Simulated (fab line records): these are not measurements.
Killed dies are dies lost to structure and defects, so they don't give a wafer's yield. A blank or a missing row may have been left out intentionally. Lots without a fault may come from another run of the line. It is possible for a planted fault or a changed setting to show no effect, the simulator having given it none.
Problem report in the 8D (eight disciplines) form, filled by code || flow sky130 || the parts of the form that need people (team, actions taken, sign-off) are left out

## 1. THE ISSUE
A mean of 37.92 W is read at SKY_METAL3_METAL_ETCH_18 for biasW, taken on 1 wafer of 1 lot, against 48.49 W (standard deviation 0.15) on wafers free of any fault. That is -70 standard deviations from the usual mean.
The step: etches the open film in Cl2/BCl3, stops on SiO2, target depth 845 nm, time 183.1 s.
The first sign was on wafer L959.3 at day 44 02:20, on rieMetal-01. Wafers with a number at this step in the record: 33, from 11 lots. Rule for "out" (also "out of limits"): further than 4 standard deviations from the usual mean. The rest of the wafers with a number are treated as sound.

## 2. WHAT IT IS, AND WHAT IT ISN'T
{"question": "which readings at this step", "is": "biasW", "is not": "drypumpMotorCurrentA, mfcCl2Sccm, oesProductAu, throttleValvePct"}
{"question": "which lots", "is": "L959", "is not": "L943, L947, L948, L950, L951, L953, L954, L960, L963, L966"}
{"question": "which wafers of those lots", "is": "L959.3", "is not": "L959.4, L959.5"}
{"question": "read on which tools", "is": "rieMetal-01", "is not": "rieMetal-02, rieMetal-03"}
{"question": "when", "is": "from day 44 02:20", "is not": "up to then (23 sound wafers); but 9 sound wafers of L960, L963, L966 came after"}

## 3. THE SUSPECTS, EACH WITH WHAT RULES IT OUT
Counting: any tool at a process step up to the reading remains a suspect provided it ran every lot that is out. Sound lots after the first of them don't rule it out here, since some wafers of a struck lot are sound.
- cmp-01 at SKY_VIA2_CMP_24 (polishes, stops on SiO2, t overpolish 20 s, target thk 0 nm): kept. The lot that is out, L959, ran on it at day 42 02:10; the last sound lot it ran before that was L953, at day 40 08:35.
- pvdSputter-03 at SKY_METAL3_SPUTTER_01 (material TiN, target thk 20 nm, time 16.7 s): kept. The lot that is out, L959, ran on it at day 42 02:23; the last sound lot it ran before that was L953, at day 40 08:49.
- rieMetal-01 at SKY_METAL3_METAL_ETCH_18 (etches the open film in Cl2/BCl3, stops on SiO2, target depth 845 nm, time 183.1 s): kept. The lot that is out, L959, ran on it at day 44 02:20; the last sound lot it ran before that was L954, at day 42 19:25. Out on those wafers are its own readings of biasW.
- At SKY_VIA2_CMP_24, inside cmp-01: chamber 0 took the wafers that are out, while their sound lot-mates went through chambers 1, 3.
- Within rieMetal-01 at SKY_METAL3_METAL_ETCH_18: the wafers that are out ran in chamber 1; their sound lot-mates ran in chamber 0.
Still standing after the count: cmp-01 at SKY_VIA2_CMP_24, pvdSputter-03 at SKY_METAL3_SPUTTER_01, rieMetal-01 at SKY_METAL3_METAL_ETCH_18.

## 4. THE CAUSE (what the simulator had put in)
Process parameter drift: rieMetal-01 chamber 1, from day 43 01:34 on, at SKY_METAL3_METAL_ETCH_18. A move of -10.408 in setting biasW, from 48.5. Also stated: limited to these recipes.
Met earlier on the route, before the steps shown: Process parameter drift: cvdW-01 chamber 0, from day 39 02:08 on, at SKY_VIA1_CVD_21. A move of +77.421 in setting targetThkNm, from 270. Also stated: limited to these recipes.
Counting leaves 3 suspects; this tool is one of them.

## 5. THE CHAIN OF EFFECTS, in route order
Each row: a reading whose mean over the struck wafers that have a number lies more than 3 standard deviations from the usual. Only readings for which the record gives a usual standard deviation are gone through. hours: the time from each lot's start at the first step in this table that gives one to its start at this step, as a median over the lots. sigmas: the change in usual standard deviations.
{"hours": 0, "step": "SKY_METAL3_METAL_ETCH_18", "reading": "biasW", "usual": "48.49 W", "on struck wafers": 37.92, "change": -10.57, "sigmas": -70}
{"hours": 0, "step": "SKY_METAL3_STRIP_19", "reading": "oesProductAu", "usual": "0.504 a.u.", "on struck wafers": 0.526, "change": "+0.022", "sigmas": "+3.4"}
{"hours": 0, "step": "SKY_METAL3_STRIP_19", "reading": "stripTimeToEndpointS", "usual": "6.58 s", "on struck wafers": 7.09, "change": "+0.51", "sigmas": "+5.3"}
Process steps it contains:
- SKY_METAL3_METAL_ETCH_18: etches the open film in Cl2/BCl3, stops on SiO2, target depth 845 nm, time 183.1 s.
- SKY_METAL3_STRIP_19: strips in O2/N2.

## 6. HOW IT WOULD HAVE BEEN CAUGHT EARLIER
In this record the first reading out of limits was taken at day 44 02:20, 25 hours after the fault began at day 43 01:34.
